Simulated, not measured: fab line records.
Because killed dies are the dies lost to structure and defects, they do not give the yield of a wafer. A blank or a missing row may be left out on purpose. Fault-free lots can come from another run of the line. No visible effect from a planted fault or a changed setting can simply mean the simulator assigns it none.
One fault through the eyes of 2 desks / flow gf180mcu / each desk has only its own numbers; what lay behind them comes last

DESK OF THE TOOL OWNER: rie-diel-03
The tool's own readings at GF_HV_LDD_ETCHBACK_58 (etches Si3N4 in CH3F/O2, stops on SiO2, time 100 s, target depth 90 nm): means of the sampled wafers that have a number, for each lot that ran on this tool. The brackets show how far a lot's mean lies from the usual mean; more than 4 standard deviations puts the lot out of limits, marked OUT.
Columns: A = bias-w at GF_HV_LDD_ETCHBACK_58, usual 79.97 W; B = drypump-motor-current-A at GF_HV_LDD_ETCHBACK_58, usual 5.8 A; C = oes-product-au at GF_HV_LDD_ETCHBACK_58, usual 0.842 a.u.; D = run-length-s at GF_HV_LDD_ETCHBACK_58, usual 128.3 s; E = throttle-valve-pct at GF_HV_LDD_ETCHBACK_58, usual 10.561 %
lot=L684; first seen here=day 13 11:15; A=80.01; B=6.0; C=0.830; D=128.2; E=10.556
lot=L687; first seen here=day 14 12:25; A=80.12; B=6.3; C=0.839; D=128.3; E=10.566
lot=L692; first seen here=day 16 06:50; A=79.91; B=6.3; C=0.946 (+16) OUT; D=101.4 (-55) OUT; E=10.575
lot=L694; first seen here=day 17 04:04; A=80.30; B=6.0; C=0.958 (+17) OUT; D=101.8 (-54) OUT; E=10.577
lot=L702; first seen here=day 19 23:22; A=79.74; B=6.0; C=0.841; D=128.3; E=10.564
This desk's finding: out of limits on L692, L694; first on L692, day 16 06:50 (oes-product-au at GF_HV_LDD_ETCHBACK_58). Within limits: L684, L687, L702.

AT THE METROLOGY DESK
Means of the sampled wafers that have a number, per lot and without regard to the tool the lot ran on: this is what the gauges read. The brackets show how far a lot's mean lies from the usual mean; more than 4 standard deviations puts the lot out of limits, marked OUT.
Columns: A = HV_LDD_TW at GF_HV_LDD_TW_MEAS_11, usual 2395; B = cd-nm at GF_HV_LDD_CD_MEAS_19, usual 400.3 nm
lot=L681; first seen here=day 10 01:11; A=2412; B=403.5
lot=L682; first seen here=day 10 05:23; A=2399; B=401.7
lot=L684; first seen here=day 10 21:44; A=2407; B=400.6
lot=L685; first seen here=day 11 03:26; A=2405; B=400.0
lot=L686; first seen here=day 11 11:55; A=2390; B=401.4
lot=L687; first seen here=day 11 20:32; A=2397; B=401.7
lot=L692; first seen here=day 13 12:52; A=2391; B=400.8
lot=L694; first seen here=day 14 08:56; A=2397; B=400.5
lot=L698; first seen here=day 15 17:58; A=2401; B=399.1
lot=L702; first seen here=day 16 20:11; A=2401; B=401.3
lot=L701; first seen here=day 16 20:54; A=2392; B=399.1
lot=L703; first seen here=day 17 01:05; A=2412; B=396.6
lot=L704; first seen here=day 17 06:47; A=2391; B=399.7
This desk found nothing out of limits on any of the 13 lots.

PUT TOGETHER
On L692, L694, at day 16 06:50, an alarm was possible from the tool owner's desk.
The metrology desk saw nothing out of limits.
The metrology desk holds a record of L692, L694, inside its limits.
The lots listed all ran GF_HV_LDD_ETCHBACK_58 on rie-diel-03.

WHAT WAS PUT IN BY THE SIMULATOR
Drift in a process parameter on rie-diel-03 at GF_HV_LDD_ETCHBACK_58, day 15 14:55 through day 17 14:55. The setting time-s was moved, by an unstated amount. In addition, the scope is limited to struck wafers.
Struck lots among those shown: L692, L694.
Time in hours from fault onset to the first out-of-limits reading at each desk: the tool owner's desk, 16.
